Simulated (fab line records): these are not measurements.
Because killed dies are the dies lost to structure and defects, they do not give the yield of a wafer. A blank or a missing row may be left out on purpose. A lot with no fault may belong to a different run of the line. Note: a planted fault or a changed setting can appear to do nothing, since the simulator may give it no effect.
A struck lot beside a sound one || flow gf180mcu || 15 steps out of a route of 602
Sound: wafers L957.2, L957.5, L957.6. Struck: wafers L972.2, L972.3, L972.6. Last of all comes the cause.
Order at every step that has rows: each side's tool, ch and its chambers, its first start. Under that, the readings that differ: sound wafers || struck wafers || difference of the means || sigmas: that difference in standard deviations of wafers without a fault.
alike: a reading whose means differ by less than 2 such deviations, as well as words and numbers matching on both sides. not compared: withheld readings; readings where some wafer has no value; bounds like >300 that might hide an equal value; numbers whose values overlap and for which the record gives no deviation.
Wherever a step has rows on one side only, a row that says differs or no value, or a row with sigmas, the two part there. Numbers that have no deviation but don't overlap get no sigmas and don't part them. A reading missing from all wafers of one side parts the sides only when that side holds two or more wafers.

first, 8 steps without rows for these wafers: GF_V1_DEHYDRATE_06 (time 60 s); GF_V1_HMDS_07 (prime time 60 s); GF_V1_COAT_08; GF_V1_COAT_09 (resist thk 1000 nm); GF_V1_SOFTBAKE_10 (time 60 s); GF_V1_EXPOSE_11 (exposes mask Via1, target cd 260 nm); GF_V1_PEB_12 (peb time 90 s); GF_V1_DEVELOP_13 (develop time 60 s).
GF_V1_CD_MEAS_14: the cd target is 260 nm.
  struck on cd sem-02, day 24 21:07; sound on cd sem-02, day 19 13:58
  alike: cd nm
GF_V1_OVL_MEAS_15:
  struck on overlay-02, day 24 21:13; sound on overlay-01, day 19 14:05
  alike: V1_OVL
GF_V1_ETCH_16: etches BARC in N2/H2.
  sound on rie diel-01 ch 1,2, day 19 14:07; struck on rie diel-04 ch 1,2,3, day 24 21:15
  alike: drypump motor current A, oes product au, throttle valve pct
GF_V1_ETCH_17: etches SiO2 in C4F8/O2/Ar, stops on TiN, target depth 630 nm.
  sound: rie diel-01 ch 1,2; struck: rie diel-04 ch 1,2,3
  alike: oes product au
GF_V1_STRIP_18: strips in O2/N2.
  sound on plasma asher-01 ch 0,1, day 19 14:14; struck on plasma asher-02 ch 0,1, day 24 21:23
  no value came back on the struck wafers for any of 5 readings (chamber pressure mTorr (mTorr), drypump motor current A (A) and others); on the sound wafers chamber pressure mTorr (mTorr) reads 1555.5 1556.8 1551.5
  not compared: rf hours counter h
then, 1 step without rows for these wafers: GF_V1_STRIP_19 (strips in post etch residue remover, time 1200 s).
-- the record jumps here: 9 days lie between the struck wafers' starts before and after (it left off in module V1 and takes up again in module PASSIVATION, whose first step shown is number 602 of the route) --
GF_PASSIVATION_PROBE_99:
  record: rows for the struck wafers here (prober-01, day 34 03:02), none for the sound ones

WHERE THEY PART
Earliest at GF_V1_STRIP_18; latest, in this record, at GF_PASSIVATION_PROBE_99.

WHY: the cause the simulator had injected
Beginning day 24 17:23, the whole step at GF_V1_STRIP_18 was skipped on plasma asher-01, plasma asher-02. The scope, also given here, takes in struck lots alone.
